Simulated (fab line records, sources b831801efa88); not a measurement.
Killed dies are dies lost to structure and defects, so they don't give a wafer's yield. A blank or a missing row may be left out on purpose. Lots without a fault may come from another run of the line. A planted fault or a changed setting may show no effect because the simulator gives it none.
Chamber matching | flow gf180mcu | GF_V3_CVD_02 on pecvd-03: 3 sister chambers
The step deposits SiO2 from TEOS, target thk 850 nm, time 94.851 s. 3 wafers are shown with their chamber, then 12 later ones without.

WAFERS WITH THEIR CHAMBER
wafer  | chamber | heater_power_w (W)
L085.4 | 0       | 577
L085.5 | 2       | 634
L085.6 | 1       | 531

WAFERS WITHOUT THEIR CHAMBER
wafer  | heater_power_w (W)
L086.2 | 568
L086.4 | 595
L086.5 | 597
L088.1 | 615
L088.2 | 661
L088.4 | 657
L093.1 | 635
L093.2 | 612
L093.6 | 564
L096.3 | 650
L096.4 | 541
L096.5 | 490

WHICH CHAMBER EACH WENT THROUGH
wafer  | from the rows above     | in truth
L086.2 | can't be placed: 0 or 1 | 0
L086.4 | can't be placed: 0 or 2 | 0
L086.5 | can't be placed: 0 or 2 | 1
L088.1 | can't be placed: 2 or 0 | 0
L088.2 | 2                       | 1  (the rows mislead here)
L088.4 | 2                       | 2
L093.1 | 2                       | 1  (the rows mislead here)
L093.2 | can't be placed: 2 or 0 | 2
L093.6 | can't be placed: 0 or 1 | 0
L096.3 | 2                       | 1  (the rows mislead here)
L096.4 | can't be placed: 1 or 0 | 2
L096.5 | 1                       | 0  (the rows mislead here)
Placed correctly: 1 of 12. Can't be placed from these rows: 7 (the true chamber is among the candidates in 5). Placed wrongly: 4.
How it was worked out, from the rows above alone: a wafer's distance from a chamber is the root of the sum, over the readings, of the square of ((its reading less the chamber's mean) divided by the reading's scatter). The wafer belongs to the nearest chamber; if the next one is less than 2 further off, it can't be placed. A chamber's mean is the mean of its shown wafers. The scatter: with one shown wafer a chamber, the root of the mean of the squares of how far each hidden wafer lies from its nearest shown one.
